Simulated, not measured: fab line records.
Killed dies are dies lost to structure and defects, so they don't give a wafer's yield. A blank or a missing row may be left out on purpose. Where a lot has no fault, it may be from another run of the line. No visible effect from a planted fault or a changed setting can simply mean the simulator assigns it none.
A struck lot beside a sound one	flow sky130	18 steps out of a route of 708
Sound: wafers L874.2, L874.3, L874.6. The struck wafers were L878.1, L878.2, L878.6. Last of all comes the cause.
For every step that has rows: the tool of each side, followed by ch and its chambers, followed by its first start. Under that, the readings that differ: sound wafers	struck wafers	difference of the means	sigmas: that difference in standard deviations of wafers without a fault.
alike: words and numbers the same on both sides, and readings whose means are apart by under 2 such deviations; not compared: readings that were withheld, readings missing a value for some wafer, numbers with overlapping values and no deviation given by the record, and bounds like >300 which may hide the same value.
A row with sigmas, a row that says differs or no value, or rows on one side alone: a step with any of these is where the two part. Numbers that have no deviation but don't overlap get no sigmas and don't part them. A reading missing from all wafers of one side parts the sides only when that side holds two or more wafers.

first, 3 steps without rows for these wafers: SKY_VT_ADJUST_NCORE_EXPOSE_04 (exposes mask LVTN COMPLEMENT THIN, target cd 380 nm); SKY_VT_ADJUST_NCORE_PEB_05; SKY_VT_ADJUST_NCORE_DEVELOP_06 (develop time 60 s).
SKY_VT_ADJUST_NCORE_CD_MEAS_07: the cd target is 380 nm.
  sound on cdSem-02 at day 12 20:26; struck on cdSem-01 at day 13 20:34
  alike: cdNm
SKY_VT_ADJUST_NCORE_OVL_MEAS_08:
  sound on overlay-01 at day 12 20:32; struck on overlay-01 at day 13 20:41
  alike: VT_ADJUST_NCORE_OVL
next, for these wafers, 1 step has no rows: SKY_VT_ADJUST_NCORE_IMPLANT_09.
SKY_VT_ADJUST_NCORE_STRIP_10: strips in O2/N2.
  sound on plasmaAsher-01 ch 0,1, day 12 20:43; struck on plasmaAsher-03 ch 0,1, day 13 20:52
  alike: drypumpMotorCurrentA, oesProductAu, stripTimeToEndpointS
  not compared: rfHoursCounterH
SKY_VT_ADJUST_NCORE_TW_MEAS_11:
  sound on filmMetro-04 at day 12 20:50; struck on filmMetro-03 at day 13 20:58
  alike: VT_ADJUST_NCORE_TW
then, 4 steps without rows for these wafers: SKY_VT_ADJUST_HVTR_DEHYDRATE_00 (time 60 s); SKY_VT_ADJUST_HVTR_HMDS_01 (prime time 60 s); SKY_VT_ADJUST_HVTR_COAT_02 (resist thk 1140 nm); SKY_VT_ADJUST_HVTR_SOFTBAKE_03 (time 60 s).
SKY_VT_ADJUST_HVTR_EXPOSE_04: exposes mask HVTRM, target cd 380 nm.
  sound on ilineStepper-02 ch 0, day 13 09:08; struck on ilineStepper-01 ch 0, day 14 08:49
reading	sound	struck	difference	sigmas
model.VT_ADJUST_HVTR.overlayXNm (nm)	-0.8762 -0.8762 -0.8762	151.7 151.7 151.7	+152.6	
  alike: mask, focusOffsetNm, reticleTempC
then, 2 steps without rows for these wafers: SKY_VT_ADJUST_HVTR_PEB_05; SKY_VT_ADJUST_HVTR_DEVELOP_06 (develop time 60 s).
SKY_VT_ADJUST_HVTR_CD_MEAS_07: the cd target is 380 nm.
  sound on cdSem-02 at day 13 22:54; struck on cdSem-01 at day 14 23:34
  alike: cdNm
SKY_VT_ADJUST_HVTR_OVL_MEAS_08:
  sound on overlay-01 at day 13 23:01; struck on overlay-02 at day 14 23:53
reading	sound	struck	difference	sigmas
VT_ADJUST_HVTR_OVL (nm)	0.6 0.4 1.2	152.4 150.7 152.4	+151.1	+99 or more
  not compared: hold
SKY_PAD_OPEN_PROBE_99:
  the record holds rows for the sound wafers here (prober-02, day 49 22:42) but none for the struck ones

WHERE THEY PART
Last at SKY_PAD_OPEN_PROBE_99 as far as this record goes, first at SKY_VT_ADJUST_HVTR_OVL_MEAS_08.

WHY: what had been put in by the simulator
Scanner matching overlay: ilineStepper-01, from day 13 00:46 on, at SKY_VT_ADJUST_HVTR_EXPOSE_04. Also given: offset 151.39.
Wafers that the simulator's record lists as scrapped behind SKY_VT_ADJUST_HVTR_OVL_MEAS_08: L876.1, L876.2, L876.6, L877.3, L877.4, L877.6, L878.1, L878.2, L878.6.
